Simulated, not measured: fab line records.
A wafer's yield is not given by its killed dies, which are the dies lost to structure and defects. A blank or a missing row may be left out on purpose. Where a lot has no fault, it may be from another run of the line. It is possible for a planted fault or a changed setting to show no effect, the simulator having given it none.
What tool caused it? | flow gf180mcu | 6 lots with 18 wafers sampled at 2 steps, on a route of 602 steps

WHAT EACH GAUGE READ, for each wafer
GF_STI_CD_MEAS_12: the cd target is 220 nm.
lot  | measured    | on       | cdNm (nm)
L608 | day 2 07:12 | cdSem-02 | 219.1 218.1 219.7
L610 | day 2 16:29 | cdSem-02 | 220.5 220.1 221.2
L620 | day 4 20:08 | cdSem-02 | 220.3 218.3 220.4
L622 | day 5 07:01 | cdSem-01 | 167.0 134.7 162.2 167.0 134.9 162.1
L628 | day 6 14:10 | cdSem-02 | 218.8 219.0 219.1
L630 | day 6 23:44 | cdSem-02 | 222.1 222.1 220.0

WHICH TOOL RAN EACH LOT (tool, then ch and the chambers of the sampled wafers, then the start)
lot  | GF_STI_EXPOSE_09
L608 | krfScanner-02 ch 0, day 2 01:14
L610 | krfScanner-02 ch 0, day 2 10:41
L620 | krfScanner-02 ch 0, day 4 13:02
L622 | krfScanner-01 ch 0, day 4 23:55
L628 | krfScanner-02 ch 0, day 6 06:27
L630 | krfScanner-02 ch 0, day 6 16:23
- GF_STI_EXPOSE_09: exposes mask COMP, target cd 220 nm.

THE ANSWER, worked out from the rows above alone
Rule: usual is defined by the lots themselves. Put in order of their means at a reading, lots are off if they are a third of the lots or fewer, leave a main group of 4 or more, and stand apart from it by a gap of 3 or more times the standard deviation of the main group's means; of several such gaps the widest counts. The tables above print the reading to a certain number of digits; a main group whose means all agree to those digits is not used. A lot without any number at a reading at which 4 lots or more have one is off too. The other lots that the step has rows for count as sound.
Off at GF_STI_CD_MEAS_12 (cdNm): L622. The main group: mean 219.9 nm, standard deviation 0.95.
A tool fits if, at a process step before that reading, it ran every lot that is off, and no sound lot after the first of them. Those tools and the gauges at GF_STI_CD_MEAS_12 are tried in the same way. 2 tools fit, krfScanner-01 at GF_STI_EXPOSE_09 and cdSem-01 at GF_STI_CD_MEAS_12, so this cannot tell which one it is.

WHAT THE SIMULATOR PUT IN
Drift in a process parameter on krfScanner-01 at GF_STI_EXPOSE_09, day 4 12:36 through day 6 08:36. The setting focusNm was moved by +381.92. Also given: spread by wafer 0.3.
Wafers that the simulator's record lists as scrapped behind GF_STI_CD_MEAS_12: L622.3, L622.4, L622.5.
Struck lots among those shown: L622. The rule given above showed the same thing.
